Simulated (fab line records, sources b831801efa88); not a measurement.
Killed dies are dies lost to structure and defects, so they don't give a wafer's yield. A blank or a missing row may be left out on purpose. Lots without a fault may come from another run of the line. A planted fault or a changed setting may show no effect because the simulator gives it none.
Which tool did it? | flow sky130 | 14 lots, 42 wafers sampled, at 4 steps of a route of 708

WHAT THE GAUGES READ, wafer by wafer
SKY_VIA3_THK_MEAS_23: measures by xrf. Usual: VIA3_W_THK 385 nm, standard deviation 8.5.
lot  | measured     | on            | VIA3_W_THK (nm) | flag
L194 | day 39 20:39 | film_metro-01 | 396 387 397     |
L195 | day 40 02:20 | film_metro-01 | 387 380 389     |
L198 | day 41 15:43 | film_metro-01 | 389 386 383     |
L196 | day 41 22:05 | film_metro-04 | 388 391 405     |
L199 | day 42 03:32 | film_metro-03 | 387 379 385     |
L201 | day 42 03:47 | film_metro-01 | 377 388 380     |
L202 | day 43 10:13 | film_metro-01 | 374 378 400     |
L203 | day 43 11:21 | film_metro-03 | 387 389 388     |
L205 | day 43 11:26 | film_metro-04 | 378 396 390     |
L206 | day 43 15:13 | film_metro-01 | 396 398 394     |
L207 | day 43 21:16 | film_metro-04 | 400 383 394     |
L209 | day 44 06:28 | film_metro-01 | 377 376 395     |
L212 | day 45 06:47 | film_metro-01 | 389 376 391     |
L216 | day 45 19:37 | film_metro-03 | 383 382 376     |

SKY_PAD_OPEN_BOW_MEAS_13. Usual: PAD_OPEN_BOW 48 um, standard deviation 8.9.
lot  | measured     | on            | PAD_OPEN_BOW (um) | flag
L194 | day 45 23:32 | film_metro-02 | 48 50 47          |
L195 | day 46 02:11 | film_metro-02 | 52 51 45          |
L198 | day 47 11:19 | film_metro-02 | 47 46 52          |
L196 | day 47 16:22 | film_metro-03 | 48 50 42          |
L199 | day 47 19:22 | film_metro-01 | 48 46 52          |
L201 | day 47 22:14 | film_metro-02 | 61 62 53          |
L202 | day 49 00:16 | film_metro-02 | 45 43 67          |
L203 | day 49 00:42 | film_metro-01 | 38 34 34          |
L205 | day 49 01:45 | film_metro-02 | 33 43 40          |
L206 | day 49 01:43 | film_metro-03 | 60 65 57          |
L207 | day 49 05:37 | film_metro-03 | 58 55 61          |
L209 | day 49 13:55 | film_metro-01 | 28 47 46          |
L212 | day 50 06:20 | film_metro-03 | 40 42 42          |
L216 | day 50 18:06 | film_metro-03 | 57 53 46          |

WHICH TOOL RAN EACH LOT (tool, then ch and the chambers of the sampled wafers, then the start)
lot  | SKY_PAD_OPEN_EXPOSE_04              | SKY_PAD_OPEN_STRIP_08
L194 | iline_stepper-01 ch 0, day 45 11:06 | plasma_asher-04 ch 0,1, day 45 21:24
L195 | iline_stepper-02 ch 0, day 45 13:10 | plasma_asher-04 ch 0,1, day 46 00:03
L198 | iline_stepper-01 ch 0, day 46 23:23 | plasma_asher-02 ch 0,1, day 47 09:13
L196 | iline_stepper-02 ch 0, day 47 04:21 | plasma_asher-04 ch 0,1, day 47 13:29
L199 | iline_stepper-02 ch 0, day 47 07:41 | plasma_asher-04 ch 0,1, day 47 17:11
L201 | iline_stepper-02 ch 0, day 47 10:02 | plasma_asher-04 ch 0,1, day 47 20:07
L202 | iline_stepper-02 ch 0, day 48 11:55 | plasma_asher-03 ch 0,1, day 48 21:49
L203 | iline_stepper-02 ch 0, day 48 12:19 | plasma_asher-03 ch 0,1, day 48 22:10
L205 | iline_stepper-01 ch 0, day 48 12:53 | plasma_asher-04 ch 0,1, day 48 22:24
L206 | iline_stepper-01 ch 0, day 48 13:41 | plasma_asher-04 ch 0, day 48 23:16
L207 | iline_stepper-01 ch 0, day 48 19:24 | plasma_asher-03 ch 0,1, day 49 03:20
L209 | iline_stepper-01 ch 0, day 49 02:55 | plasma_asher-02 ch 0,1, day 49 11:49
L212 | iline_stepper-01 ch 0, day 49 21:18 | plasma_asher-04 ch 0,1, day 50 03:35
L216 | iline_stepper-01 ch 0, day 50 09:04 | plasma_asher-02 ch 0,1, day 50 15:50
- SKY_PAD_OPEN_EXPOSE_04: exposes mask PDM, target cd 60000 nm.
- SKY_PAD_OPEN_STRIP_08: strips in O2/N2.

WHAT THE TOOLS THEMSELVES READ (means of the sampled wafers that have a number; where no wafer has one, the mark that the record gives instead)
SKY_PAD_OPEN_EXPOSE_04. Usual: exposure_dose_mJ_cm2 260.02, standard deviation 0.26.
lot  | tool             | exposure_dose_mJ_cm2 | flag
L194 | iline_stepper-01 | 260.08               |
L195 | iline_stepper-02 | 260.11               |
L198 | iline_stepper-01 | 260.12               |
L196 | iline_stepper-02 | 259.87               |
L199 | iline_stepper-02 | 263.97               | OFF
L201 | iline_stepper-02 | 263.77               | OFF
L202 | iline_stepper-02 | 264.26               | OFF
L203 | iline_stepper-02 | 263.93               | OFF
L205 | iline_stepper-01 | 259.81               |
L206 | iline_stepper-01 | 260.31               |
L207 | iline_stepper-01 | 259.60               |
L209 | iline_stepper-01 | 259.95               |
L212 | iline_stepper-01 | 259.92               |
L216 | iline_stepper-01 | 259.99               |

SKY_PAD_OPEN_STRIP_08. Usual: drypump_motor_current_A 5.7 A, standard deviation 0.51; oes_product_au 0.663 a.u., standard deviation 0.0043.
lot  | tool            | drypump_motor_current_A (A) | oes_product_au (a.u.) | flag
L194 | plasma_asher-04 | 5.5                         | 0.662                 |
L195 | plasma_asher-04 | 5.5                         | 0.665                 |
L198 | plasma_asher-02 | 5.2                         | 0.661                 |
L196 | plasma_asher-04 | 5.5                         | 0.664                 |
L199 | plasma_asher-04 | 5.5                         | 0.659                 |
L201 | plasma_asher-04 | 5.5                         | 0.664                 |
L202 | plasma_asher-03 | 6.3                         | 0.665                 |
L203 | plasma_asher-03 | 6.3                         | 0.662                 |
L205 | plasma_asher-04 | 5.5                         | 0.661                 |
L206 | plasma_asher-04 | 6.2                         | 0.663                 |
L207 | plasma_asher-03 | 6.0                         | 0.660                 |
L209 | plasma_asher-02 | 5.3                         | 0.666                 |
L212 | plasma_asher-04 | 5.8                         | 0.662                 |
L216 | plasma_asher-02 | 5.3                         | 0.667                 |

THE ANSWER, worked out from the rows above alone
Rule: a lot is off if the mean of its wafers that have a number lies more than 3 standard deviations from the usual mean. A lot without any number at a reading at which 4 lots or more have one is off too. The other lots that the step has rows for count as sound. The gauges are gone through in route order, then the tools' own readings, and for those a lot's mean is taken as printed above. The first step at which some lot is off is used, and at that step the reading that is off furthest; a lot without a number counts as furthest.
Off: L199, L201, L202, L203, at SKY_PAD_OPEN_EXPOSE_04 (exposure_dose_mJ_cm2).
A tool fits if, at that step or a process step before it, it ran every lot that is off, and no sound lot after the first of them. One fits: iline_stepper-02 at SKY_PAD_OPEN_EXPOSE_04. Its last sound lot is L196 (day 47 04:21), its first lot that is off L199 (day 47 07:41): a fault that began between those two fits.
The tool's own readings at SKY_PAD_OPEN_EXPOSE_04 bear it out: on the lots that are off they differ by more than 5 times the standard deviation of the sound lots' means. exposure_dose_mJ_cm2 reads 263.98 there against 259.98 on the sound lots.

WHAT THE SIMULATOR HAD PUT IN
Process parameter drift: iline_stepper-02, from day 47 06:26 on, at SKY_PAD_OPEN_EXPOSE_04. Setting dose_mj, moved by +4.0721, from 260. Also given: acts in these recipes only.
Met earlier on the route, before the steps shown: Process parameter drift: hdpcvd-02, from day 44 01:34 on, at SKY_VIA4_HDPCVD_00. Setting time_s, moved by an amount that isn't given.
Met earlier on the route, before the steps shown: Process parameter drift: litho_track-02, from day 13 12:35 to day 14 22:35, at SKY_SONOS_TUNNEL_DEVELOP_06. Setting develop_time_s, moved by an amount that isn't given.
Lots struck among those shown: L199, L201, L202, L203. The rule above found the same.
